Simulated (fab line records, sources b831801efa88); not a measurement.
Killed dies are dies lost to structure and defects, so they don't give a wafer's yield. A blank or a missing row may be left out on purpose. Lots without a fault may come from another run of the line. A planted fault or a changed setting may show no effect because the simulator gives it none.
One fault seen from 2 desks | flow sky130 | each desk has only its own numbers; what lay behind them comes last

THE METROLOGY DESK
What the gauges read, lot by lot, whatever tool the lot ran on: means of the sampled wafers that have a number. A lot is out of limits, marked OUT, if its mean lies more than 4 standard deviations from the usual mean; the brackets give that distance.
Columns: A = CONTACT_W_RS at SKY_CONTACT_RS_MEAS_25, usual 0.341 ohm/sq; B = CONTACT_W_THK at SKY_CONTACT_THK_MEAS_26, usual 341 nm
lot  | first seen here | A               | B
L765 | day 31 04:10    | 0.343           | 338
L766 | day 31 10:30    | 0.339           | 342
L768 | day 32 05:29    | 0.345           | 336
L769 | day 33 09:12    | 0.340           | 342
L770 | day 33 17:50    | 0.331           | 350
L771 | day 33 19:08    | 0.341           | 339
L773 | day 34 04:03    | 0.344           | 340
L781 | day 36 11:21    | 0.222 (-30) OUT | 522 (+43) OUT
L782 | day 36 20:20    | 0.224 (-29) OUT | 523 (+43) OUT
L783 | day 36 23:38    | 0.344           | 335
L785 | day 37 16:04    | 0.341           | 342
This desk's finding: out of limits on L781, L782; first on L781, day 36 11:21 (CONTACT_W_RS at SKY_CONTACT_RS_MEAS_25). In limits: L765, L766, L768, L769, L770, L771, L773, L783, L785.

THE TOOL OWNER'S DESK: cvd_w-02
The tool's own readings at SKY_CONTACT_CVD_24 (deposits W, target thk 340 nm, time 102.12 s): means of the sampled wafers that have a number, for each lot that ran on this tool. A lot is out of limits, marked OUT, if its mean lies more than 4 standard deviations from the usual mean; the brackets give that distance.
Columns: A = heater_power_w at SKY_CONTACT_CVD_24, usual 872 W
lot  | first seen here | A
L769 | day 33 09:05    | 890
L770 | day 33 17:44    | 927
L773 | day 34 03:56    | 921
L781 | day 36 11:13    | 892
L782 | day 36 20:14    | 892
This desk's finding: nothing out of limits on any of the 5 lots.

PUT TOGETHER
The metrology desk could have raised an alarm at day 36 11:21, on L781, L782.
The tool owner's desk saw nothing out of limits.
The tool owner's desk has L781, L782 on record, within its limits.
Of the lots named, all ran SKY_CONTACT_CVD_24 on cvd_w-02.

WHAT THE SIMULATOR HAD PUT IN
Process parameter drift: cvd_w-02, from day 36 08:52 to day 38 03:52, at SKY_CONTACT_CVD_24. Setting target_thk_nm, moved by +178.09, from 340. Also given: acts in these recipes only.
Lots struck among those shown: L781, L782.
Hours from the fault's start to each desk's first reading out of limits: the metrology desk, 2.
